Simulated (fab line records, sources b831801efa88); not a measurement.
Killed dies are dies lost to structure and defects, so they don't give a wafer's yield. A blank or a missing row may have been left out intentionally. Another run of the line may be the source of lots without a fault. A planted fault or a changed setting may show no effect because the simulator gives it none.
The tool behind it: which one? | flow sky130 | 6 lots, 18 wafers sampled, at 2 steps of a route of 708

## WHAT EACH GAUGE READ, for each wafer
SKY_VT_ADJUST_HVTP_OVL_MEAS_08.
lot  | measured     | on         | VT_ADJUST_HVTP_OVL (nm)
L261 | day 6 10:53  | overlay-01 | -0.8 -0.4 -1.7
L265 | day 7 10:20  | overlay-01 | -1.1 -1.2 -1.3
L270 | day 8 15:30  | overlay-01 | 0.2 -0.9 -0.6
L275 | day 9 22:07  | overlay-02 | -0.4 0.7 0.9
L277 | day 10 13:30 | overlay-01 | 0.3 -1.5 -0.8
L282 | day 11 22:12 | overlay-01 | -2.3 -2.6 -2.2

## TOOL THAT RAN EACH LOT (tool first, then ch and the chambers of the sampled wafers, then the start)
lot  | SKY_FIELD_ISO_ETCH_14
L261 | rieDiel-01 ch 0,2,3, day 2 10:23
L265 | rieDiel-02 ch 2,3, day 3 08:29
L270 | rieDiel-02 ch 0,3, day 4 08:11
L275 | rieDiel-02 ch 1,2,3, day 5 10:23
L277 | rieDiel-02 ch 1,2,3, day 5 22:17
L282 | rieDiel-02 ch 0,1,3, day 6 22:02
- SKY_FIELD_ISO_ETCH_14: etches BARC in N2/H2, stops on SiO2, time 48.11 s, target depth 60 nm.

## THE ANSWER, worked out from the rows above alone
Rule: the lots themselves supply what counts as usual. Put in order of their means at a reading, lots are off if they are a third of the lots or fewer, leave a main group of 4 or more, and stand apart from it by a gap of 3 or more times the standard deviation of the main group's means; of several such gaps the widest counts. A main group whose means are all the same, to the digits that the tables above print for the reading, isn't used. Also off: a lot with no number at a reading for which 4 or more lots have one. The other lots that the step has rows for count as sound.
No lot is off at any reading shown: from this, nothing can be told.

## WHAT THE SIMULATOR HAD INSERTED
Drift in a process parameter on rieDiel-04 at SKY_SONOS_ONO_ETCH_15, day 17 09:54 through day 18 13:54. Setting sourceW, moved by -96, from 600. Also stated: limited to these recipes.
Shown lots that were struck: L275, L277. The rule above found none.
